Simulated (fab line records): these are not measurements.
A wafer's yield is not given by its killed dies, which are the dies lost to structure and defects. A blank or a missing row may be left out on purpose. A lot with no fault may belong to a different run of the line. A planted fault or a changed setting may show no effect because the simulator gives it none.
fab line records	flow gf180mcu
record: lots: 24	wafers: 72	last-day: 34
route steps=602 shown CONTACT@290 M1@319 V1@339 M2@368 MIM@511
lots with no fault: from the same line, run without faults
start-h: hours from the record's opening day to when the first of the lot's shown wafers began	wait-h: hours from the lot's prior step to this one	" the same as in the row above	L1.1+2: a single row standing in for several wafers	- value missing, or start not given	* or withheld: withheld	< > ~ a bound
route shown NAME@n: a module of which the file shows steps, and the number in the route of the first	usual: the fault-free wafers' mean and standard deviation	same: alike in all rows	chamber/n: place in a boat	sites: readings site by site	_std_site: their standard deviation	_edge_site: outer sites' mean less inner sites'	radius-mm: for every site, how far away it sits from the centre of the wafer	mask NAME#n: copy n	behind: the most recent tool/chamber to have shaped the wafer	hold: what put the lot on hold/how long, in hours/how the hold closed	device: which transistor (n, p or np) failed to switch	end of line: tests run on the same wafers once the route is complete	a step given without rows: its recipe and nothing more	killed: count of dies lost to structure and defects at first sort (not the wafer's yield)	map: dies across one wafer; x = killed, . = not, _ = none there
set.NAME: setting as actually run; set.NAME@STEP: the setting as run at that earlier step	model.NAME: the simulator's own value behind a step, which no gauge read
a sample of lots followed through the steps of the route, with each step as a table and each wafer as a row
services: from which hour (start-h, from the record's first day; less than 0 if before it) a tool's chamber was out of use, for how many hours, and why
== steps ==
step: GF_CONTACT_THK_MEAS_03
recipe: reads: SiO2_of_CONTACT_CVD_02
usual: CONTACT_CVD_02_THK: 864/11
lot.wafer	tool	chamber	start-h	wait-h	CONTACT_CVD_02_THK[nm]
L074.1	film-metro-01	-	338.98	0.0	852
L074.2	"	-	"	"	867
L074.6	"	-	"	"	870
L075.2	film-metro-03	-	345.11	0.0	863
L075.4	"	-	"	"	873
L075.5	"	-	"	"	865
L076.4	film-metro-04	-	359.67	0.0	869
L076.5	"	-	"	"	876
L076.6	"	-	"	"	869
L077.2	film-metro-03	-	364.63	0.0	859
L077.3	"	-	"	"	847
L077.6	"	-	"	"	873
L078.1	film-metro-01	-	374.34	0.0	849
L078.2	"	-	"	"	843
L078.6	"	-	"	"	873
L079.1	film-metro-01	-	384.72	0.0	845
L079.3	"	-	"	"	852
L079.4	"	-	"	"	859
L080.1	film-metro-01	-	386.58	0.0	880
L080.3	"	-	"	"	873
L080.4	"	-	"	"	869
L081.2	film-metro-03	-	405.45	0.0	870
L081.4	"	-	"	"	881
L081.5	"	-	"	"	886
L082.1	film-metro-04	-	408.16	0.0	861
L082.5	"	-	"	"	882
L082.6	"	-	"	"	884
L083.2	film-metro-04	-	414.75	0.2	847
L083.4	"	-	"	"	854
L083.5	"	-	"	"	868
L084.3	film-metro-04	-	430.79	0.1	857
L084.4	"	-	"	"	880
L084.6	"	-	"	"	860
L085.1	film-metro-01	-	439.12	0.0	848
L085.2	"	-	"	"	862
L085.3	"	-	"	"	860
L086.3	film-metro-03	-	445.68	0.1	867
L086.4	"	-	"	"	879
L086.5	"	-	"	"	881
L087.4	film-metro-01	-	449.24	0.0	869
L087.5	"	-	"	"	861
L087.6	"	-	"	"	874
L088.4	film-metro-01	-	462.80	0.0	880
L088.5	"	-	"	"	872
L088.6	"	-	"	"	856
L089.1	film-metro-04	-	471.35	0.0	851
L089.3	"	-	"	"	854
L089.6	"	-	"	"	856
L090.1	film-metro-04	-	481.75	0.0	854
L090.2	"	-	"	"	856
L090.3	"	-	"	"	849
L091.4	film-metro-03	-	486.95	0.0	878
L091.5	"	-	"	"	880
L091.6	"	-	"	"	879
L092.2	film-metro-03	-	495.13	0.0	861
L092.3	"	-	"	"	855
L092.4	"	-	"	"	864
L093.1	film-metro-04	-	502.50	0.0	865
L093.3	"	-	"	"	858
L093.5	"	-	"	"	881
L094.1	film-metro-01	-	514.10	0.0	845
L094.4	"	-	"	"	861
L094.5	"	-	"	"	861
L095.1	film-metro-03	-	518.19	0.0	856
L095.4	"	-	"	"	882
L095.5	"	-	"	"	867
L096.2	film-metro-03	-	525.66	0.0	855
L096.4	"	-	"	"	870
L096.5	"	-	"	"	861
L097.2	film-metro-03	-	542.80	0.0	847
L097.3	"	-	"	"	847
L097.6	"	-	"	"	860
step: GF_M1_SPUTTER_04
recipe: material: TiN	target-thk-nm: 50	power-w: 6500	time-s: 41.7	chamber-pressure-pa: 0.4
usual: throttle-valve-pct: 30.0/1.5
same: time-s: 41.7
lot.wafer	tool	chamber	start-h	wait-h	throttle-valve-pct
L074.1	pvd-sputter-01	-	362.74	0.0	30.2
L074.2	"	-	"	"	29.4
L074.6	"	-	"	"	30.2
L075.2	pvd-sputter-01	-	369.49	0.0	32.5
L075.4	"	-	"	"	29.6
L075.5	"	-	"	"	30.1
L076.4	pvd-sputter-03	-	383.96	0.0	29.5
L076.5	"	-	"	"	29.8
L076.6	"	-	"	"	32.6
L077.2	pvd-sputter-01	-	389.33	0.0	28.9
L077.3	"	-	"	"	30.2
L077.6	"	-	"	"	29.5
L078.1	pvd-sputter-03	-	399.03	0.0	29.4
L078.2	"	-	"	"	28.5
L078.6	"	-	"	"	28.4
L079.1	pvd-sputter-03	-	409.83	0.0	29.3
L079.3	"	-	"	"	32.6
L079.4	"	-	"	"	29.8
L080.1	pvd-sputter-03	-	411.93	0.0	32.8
L080.3	"	-	"	"	29.9
L080.4	"	-	"	"	29.4
L081.2	pvd-sputter-03	-	430.97	0.0	32.5
L081.4	"	-	"	"	29.2
L081.5	"	-	"	"	29.9
L082.1	pvd-sputter-02	-	433.62	0.0	32.1
L082.5	"	-	"	"	29.5
L082.6	"	-	"	"	28.1
L083.2	pvd-sputter-02	-	440.87	0.0	31.8
L083.4	"	-	"	"	28.1
L083.5	"	-	"	"	27.9
L084.3	pvd-sputter-02	-	456.59	0.0	29.1
L084.4	"	-	"	"	28.0
L084.6	"	-	"	"	30.5
L085.1	pvd-sputter-02	-	465.84	0.0	29.2
L085.2	"	-	"	"	31.7
L085.3	"	-	"	"	28.0
L086.3	pvd-sputter-01	-	471.82	0.0	29.1
L086.4	"	-	"	"	30.3
L086.5	"	-	"	"	32.5
L087.4	pvd-sputter-03	-	474.99	0.0	28.6
L087.5	"	-	"	"	29.5
L087.6	"	-	"	"	29.8
L088.4	pvd-sputter-02	-	489.12	0.0	31.7
L088.5	"	-	"	"	28.3
L088.6	"	-	"	"	29.6
L089.1	pvd-sputter-02	-	496.82	0.0	29.5
L089.3	"	-	"	"	31.8
L089.6	"	-	"	"	29.5
L090.1	pvd-sputter-01	-	507.36	0.0	30.1
L090.2	"	-	"	"	32.4
L090.3	"	-	"	"	29.5
L091.4	pvd-sputter-01	-	512.91	0.0	29.1
L091.5	"	-	"	"	29.0
L091.6	"	-	"	"	29.6
L092.2	pvd-sputter-02	-	519.77	0.0	29.2
L092.3	"	-	"	"	30.6
L092.4	"	-	"	"	31.6
L093.1	pvd-sputter-02	-	528.22	0.0	28.2
L093.3	"	-	"	"	29.4
L093.5	"	-	"	"	27.8
L094.1	pvd-sputter-02	-	539.24	0.0	31.6
L094.4	"	-	"	"	30.4
L094.5	"	-	"	"	28.0
L095.1	pvd-sputter-03	-	542.62	0.0	29.5
L095.4	"	-	"	"	28.4
L095.5	"	-	"	"	32.6
L096.2	pvd-sputter-01	-	550.15	0.0	29.0
L096.4	"	-	"	"	30.2
L096.5	"	-	"	"	29.6
L097.2	pvd-sputter-01	-	566.97	0.0	32.6
L097.3	"	-	"	"	29.6
L097.6	"	-	"	"	32.4
step: GF_V1_CMP_04
recipe: material: SiO2	down-force-psi: 4	platen-rpm: 60	pad-velocity-m-s: 0.94248
usual: motor-current-A: 11.8/1.3	time-to-endpoint-s: 83/5.2
lot.wafer	tool	chamber	start-h	wait-h	motor-current-A	time-to-endpoint-s
L074.2	cmp-01	2	385.79	0.0	12.4	89
L074.1	"	1	"	"	13.0	89
L074.6	"	3	"	"	13.6	93
L075.4	cmp-01	0	393.48	0.0	11.1	88
L075.2	"	1	"	"	12.8	83
L075.5	"	0	"	"	11.6	88
L076.4	cmp-02	1	408.83	0.1	10.0	79
L076.6	"	3	"	"	10.2	90
L076.5	"	0	"	"	10.5	90
L077.3	cmp-01	2	413.70	0.0	12.2	84
L077.2	"	1	"	"	12.7	80
L077.6	"	3	"	"	13.1	87
L078.2	cmp-02	3	424.10	0.1	9.9	84
L078.1	"	0	"	"	10.8	76
L078.6	"	1	"	"	9.7	72
L079.4	cmp-02	1	435.11	0.1	9.9	77
L079.1	"	2	"	"	11.9	85
L079.3	"	3	"	"	10.3	80
L080.1	cmp-01	0	437.06	0.1	11.4	78
L080.3	"	1	"	"	12.1	79
L080.4	"	2	"	"	12.9	89
L081.2	cmp-01	3	456.55	0.0	13.2	88
L081.4	"	2	"	"	13.0	89
L081.5	"	0	"	"	11.3	93
L082.1	cmp-01	0	458.89	0.2	10.9	79
L082.5	"	3	"	"	13.3	88
L082.6	"	0	"	"	11.3	87
L083.4	cmp-02	1	466.65	0.1	9.6	86
L083.2	"	2	"	"	11.4	84
L083.5	"	3	"	"	9.9	82
L084.4	cmp-01	2	481.57	0.1	12.5	90
L084.3	"	3	"	"	13.4	84
L084.6	"	1	"	"	12.8	89
L085.3	cmp-01	0	491.34	0.0	11.5	85
L085.1	"	1	"	"	13.3	84
L085.2	"	3	"	"	12.8	78
L086.4	cmp-02	1	496.62	0.1	9.5	80
L086.3	"	2	"	"	11.9	79
L086.5	"	1	"	"	10.0	72
L087.4	cmp-01	2	500.50	0.2	12.6	86
L087.6	"	3	"	"	13.3	84
L087.5	"	0	"	"	11.4	87
L088.4	cmp-01	3	513.86	0.2	13.7	81
L088.6	"	1	"	"	12.5	84
L088.5	"	2	"	"	12.4	91
L089.1	cmp-02	3	521.70	0.1	10.5	78
L089.3	"	0	"	"	11.3	79
L089.6	"	3	"	"	10.3	89
L090.1	cmp-01	2	531.19	0.1	12.9	83
L090.3	"	3	"	"	13.3	81
L090.2	"	0	"	"	11.6	79
L091.4	cmp-01	3	536.99	0.1	13.1	90
L091.6	"	1	"	"	12.8	87
L091.5	"	2	"	"	12.7	86
L092.2	cmp-02	0	544.19	0.0	10.7	77
L092.3	"	1	"	"	10.2	68
L092.4	"	2	"	"	12.1	78
L093.3	cmp-02	3	552.07	0.3	10.1	81
L093.1	"	0	"	"	10.8	80
L093.5	"	2	"	"	11.9	92
L094.1	cmp-02	3	563.13	0.1	9.5	80
L094.4	"	1	"	"	9.5	73
L094.5	"	0	"	"	10.6	88
L095.1	cmp-01	2	565.78	0.1	12.8	78
L095.4	"	1	"	"	12.9	77
L095.5	"	3	"	"	13.2	81
L096.4	cmp-02	3	573.26	0.1	9.6	82
L096.2	"	0	"	"	10.7	80
L096.5	"	0	"	"	11.5	83
L097.3	cmp-01	3	590.18	0.0	13.9	78
L097.2	"	0	"	"	11.5	83
L097.6	"	3	"	"	12.4	87
step: GF_M2_THK_MEAS_06
recipe: thk-meas-gauge: xrf	reads: AlCu_of_M2_SPUTTER_02
usual: M2_ALCU_THK: 456/5.2
lot.wafer	tool	chamber	start-h	wait-h	M2_ALCU_THK[nm]
L074.1	film-metro-02	-	411.48	0.1	454
L074.2	"	-	"	"	451
L074.6	"	-	"	"	451
L075.2	film-metro-04	-	419.34	0.1	459
L075.4	"	-	"	"	462
L075.5	"	-	"	"	466
L076.4	film-metro-04	-	435.03	0.1	459
L076.5	"	-	"	"	459
L076.6	"	-	"	"	462
L077.2	film-metro-02	-	440.13	0.1	455
L077.3	"	-	"	"	456
L077.6	"	-	"	"	457
L078.1	film-metro-04	-	450.71	0.1	467
L078.2	"	-	"	"	461
L078.6	"	-	"	"	465
L079.1	film-metro-02	-	461.81	0.1	460
L079.3	"	-	"	"	461
L079.4	"	-	"	"	458
L080.1	film-metro-03	-	464.31	0.1	457
L080.3	"	-	"	"	457
L080.4	"	-	"	"	460
L081.2	film-metro-04	-	482.76	0.1	459
L081.4	"	-	"	"	462
L081.5	"	-	"	"	458
L082.1	film-metro-02	-	485.00	0.1	458
L082.5	"	-	"	"	453
L082.6	"	-	"	"	458
L083.2	film-metro-02	-	492.63	0.1	456
L083.4	"	-	"	"	457
L083.5	"	-	"	"	451
L084.3	film-metro-04	-	507.56	0.1	463
L084.4	"	-	"	"	464
L084.6	"	-	"	"	462
L085.1	film-metro-03	-	516.35	0.1	454
L085.2	"	-	"	"	452
L085.3	"	-	"	"	451
L086.3	film-metro-03	-	522.12	0.1	457
L086.4	"	-	"	"	459
L086.5	"	-	"	"	457
L087.4	film-metro-03	-	525.45	0.1	450
L087.5	"	-	"	"	449
L087.6	"	-	"	"	446
L088.4	film-metro-04	-	538.96	0.1	463
L088.5	"	-	"	"	459
L088.6	"	-	"	"	463
L089.1	film-metro-02	-	546.40	0.1	456
L089.3	"	-	"	"	462
L089.6	"	-	"	"	462
L090.1	film-metro-02	-	555.79	0.1	458
L090.2	"	-	"	"	459
L090.3	"	-	"	"	459
L091.4	film-metro-04	-	561.62	0.1	455
L091.5	"	-	"	"	456
L091.6	"	-	"	"	456
L092.2	film-metro-02	-	568.90	0.1	453
L092.3	"	-	"	"	451
L092.4	"	-	"	"	457
L093.1	film-metro-02	-	575.55	0.1	457
L093.3	"	-	"	"	450
L093.5	"	-	"	"	456
L094.1	film-metro-03	-	586.84	0.1	443
L094.4	"	-	"	"	444
L094.5	"	-	"	"	451
L095.1	film-metro-02	-	589.31	0.1	455
L095.4	"	-	"	"	453
L095.5	"	-	"	"	456
L096.2	film-metro-02	-	597.03	0.1	456
L096.4	"	-	"	"	459
L096.5	"	-	"	"	453
L097.2	film-metro-03	-	613.50	0.1	449
L097.3	"	-	"	"	451
L097.6	"	-	"	"	449
step: GF_M2_OVL_MEAS_15
usual: M2_OVL: 0/4.8
lot.wafer	tool	chamber	start-h	wait-h	M2_OVL[nm]
L074.1	overlay-01	-	435.14	0.1	1
L074.2	"	-	"	"	3
L074.6	"	-	"	"	3
L075.2	overlay-01	-	444.02	0.1	-4
L075.4	"	-	"	"	4
L075.5	"	-	"	"	7
L076.4	overlay-01	-	459.91	0.1	1
L076.5	"	-	"	"	-3
L076.6	"	-	"	"	3
L077.2	overlay-01	-	464.82	0.1	-5
L077.3	"	-	"	"	-1
L077.6	"	-	"	"	-4
L078.1	overlay-02	-	475.28	0.1	2
L078.2	"	-	"	"	1
L078.6	"	-	"	"	-3
L079.1	overlay-01	-	485.43	0.1	1
L079.3	"	-	"	"	-1
L079.4	"	-	"	"	-10
L080.1	overlay-02	-	487.91	0.1	9
L080.3	"	-	"	"	8
L080.4	"	-	"	"	7
L081.2	overlay-02	-	506.33	0.1	-2
L081.4	"	-	"	"	2
L081.5	"	-	"	"	-1
L082.1	overlay-01	-	508.88	0.1	-9
L082.5	"	-	"	"	-4
L082.6	"	-	"	"	1
L083.2	overlay-01	-	516.05	0.1	5
L083.4	"	-	"	"	6
L083.5	"	-	"	"	4
L084.3	overlay-02	-	530.37	0.1	-1
L084.4	"	-	"	"	-1
L084.6	"	-	"	"	-3
L085.1	overlay-02	-	538.84	0.1	-4
L085.2	"	-	"	"	4
L085.3	"	-	"	"	2
L086.3	overlay-01	-	544.84	0.1	-4
L086.4	"	-	"	"	5
L086.5	"	-	"	"	-9
L087.4	overlay-02	-	548.06	0.1	-1
L087.5	"	-	"	"	-13
L087.6	"	-	"	"	-1
L088.4	overlay-01	-	561.85	0.1	3
L088.5	"	-	"	"	-1
L088.6	"	-	"	"	1
L089.1	overlay-02	-	568.94	0.1	6
L089.3	"	-	"	"	7
L089.6	"	-	"	"	-4
L090.1	overlay-01	-	578.06	0.1	-13
L090.2	"	-	"	"	-11
L090.3	"	-	"	"	-8
L091.4	overlay-01	-	583.01	0.1	-1
L091.5	"	-	"	"	1
L091.6	"	-	"	"	2
L092.2	overlay-01	-	589.75	0.1	1
L092.3	"	-	"	"	-1
L092.4	"	-	"	"	-4
L093.1	overlay-01	-	596.78	0.1	0
L093.3	"	-	"	"	3
L093.5	"	-	"	"	8
L094.1	overlay-01	-	606.91	0.1	2
L094.4	"	-	"	"	8
L094.5	"	-	"	"	3
L095.1	overlay-02	-	610.76	0.1	-3
L095.4	"	-	"	"	-8
L095.5	"	-	"	"	-2
L096.2	overlay-02	-	617.50	0.1	4
L096.4	"	-	"	"	9
L096.5	"	-	"	"	2
L097.2	overlay-01	-	633.35	0.1	-4
L097.3	"	-	"	"	3
L097.6	"	-	"	"	0
step: GF_MIM_SPUTTER_08
recipe: material: AlCu	target-thk-nm: 200	power-w: 10600	time-s: 10.6	chamber-pressure-pa: 0.4
usual: throttle-valve-pct: 30.1/1.4
same: time-s: 10.6
lot.wafer	tool	chamber	start-h	wait-h	throttle-valve-pct
L074.1	pvd-sputter-03	-	561.88	0.0	29.2
L074.2	"	-	"	"	28.5
L074.6	"	-	"	"	30.1
L075.2	pvd-sputter-03	-	571.81	0.0	29.4
L075.4	"	-	"	"	32.7
L075.5	"	-	"	"	30.2
L076.4	pvd-sputter-01	-	583.77	0.0	32.6
L076.5	"	-	"	"	28.9
L076.6	"	-	"	"	30.2
L077.2	pvd-sputter-01	-	588.37	0.0	32.3
L077.3	"	-	"	"	28.9
L077.6	"	-	"	"	29.1
L078.1	pvd-sputter-01	-	597.60	0.0	32.3
L078.2	"	-	"	"	29.0
L078.6	"	-	"	"	30.1
L079.1	pvd-sputter-03	-	606.13	0.0	32.6
L079.3	"	-	"	"	29.6
L079.4	"	-	"	"	28.3
L080.1	pvd-sputter-03	-	608.20	0.0	29.6
L080.3	"	-	"	"	28.1
L080.4	"	-	"	"	29.9
L081.2	pvd-sputter-03	-	624.45	0.0	32.7
L081.4	"	-	"	"	29.7
L081.5	"	-	"	"	30.2
L082.1	pvd-sputter-01	-	626.95	0.0	29.4
L082.5	"	-	"	"	29.7
L082.6	"	-	"	"	29.9
L083.2	pvd-sputter-03	-	634.25	0.0	32.4
L083.4	"	-	"	"	29.4
L083.5	"	-	"	"	29.7
L084.3	pvd-sputter-02	-	647.23	0.0	31.6
L084.4	"	-	"	"	30.2
L084.6	"	-	"	"	31.8
L085.1	pvd-sputter-02	-	654.44	0.0	29.3
L085.2	"	-	"	"	31.8
L085.3	"	-	"	"	28.1
L086.3	pvd-sputter-03	-	657.88	0.0	28.5
L086.4	"	-	"	"	29.2
L086.5	"	-	"	"	29.7
L087.4	pvd-sputter-02	-	661.61	0.0	30.3
L087.5	"	-	"	"	30.7
L087.6	"	-	"	"	31.8
L088.4	pvd-sputter-02	-	672.86	0.0	30.6
L088.5	"	-	"	"	29.4
L088.6	"	-	"	"	31.8
L089.1	pvd-sputter-01	-	678.18	0.0	29.5
L089.3	"	-	"	"	29.1
L089.6	"	-	"	"	30.1
L090.1	pvd-sputter-01	-	687.61	0.0	29.0
L090.2	"	-	"	"	30.2
L090.3	"	-	"	"	32.4
L091.4	pvd-sputter-02	-	692.12	0.0	29.6
L091.5	"	-	"	"	30.6
L091.6	"	-	"	"	31.6
L092.2	pvd-sputter-03	-	697.10	0.0	29.6
L092.3	"	-	"	"	32.5
L092.4	"	-	"	"	29.7
L093.1	pvd-sputter-01	-	706.11	0.0	30.2
L093.3	"	-	"	"	29.5
L093.5	"	-	"	"	30.0
L094.1	pvd-sputter-03	-	713.22	0.0	28.1
L094.4	"	-	"	"	29.5
L094.5	"	-	"	"	29.4
L095.1	pvd-sputter-03	-	716.62	0.0	32.7
L095.4	"	-	"	"	29.6
L095.5	"	-	"	"	28.3
L096.2	pvd-sputter-03	-	722.81	0.0	28.2
L096.4	"	-	"	"	29.7
L096.5	"	-	"	"	29.9
L097.2	pvd-sputter-03	-	736.47	0.0	29.9
L097.3	"	-	"	"	29.3
L097.6	"	-	"	"	28.5
== services ==
tool	chamber	start-h	hours	kind
cmp-01	-	371.05	3.3	pm
cmp-02	-	384.47	5.0	pm
pvd-sputter-01	-	391.92	4.0	repair
cmp-02	-	404.39	4.0	pm
cmp-01	-	407.97	1.0	repair
pvd-sputter-02	-	434.48	1.1	repair
cmp-02	-	436.92	0.4	repair
cmp-02	-	457.95	1.2	repair
pvd-sputter-03	-	476.62	1.5	repair
cmp-02	-	484.66	9.7	pm
cmp-01	-	502.62	1.7	repair
pvd-sputter-01	-	523.33	1.2	repair
cmp-01	-	539.50	17.0	pm
pvd-sputter-02	-	548.33	4.6	repair
cmp-01	-	572.00	4.0	pm
cmp-01	-	578.68	7.5	pm
pvd-sputter-02	-	583.26	6.2	repair
cmp-01	-	587.20	0.4	repair
pvd-sputter-03	-	593.78	9.8	repair
pvd-sputter-01	-	619.37	4.2	repair
pvd-sputter-01	-	629.73	3.0	repair
cmp-01	-	668.11	2.3	repair
pvd-sputter-02	-	686.10	3.9	repair
pvd-sputter-02	-	731.42	4.7	repair
== key ==
fault none
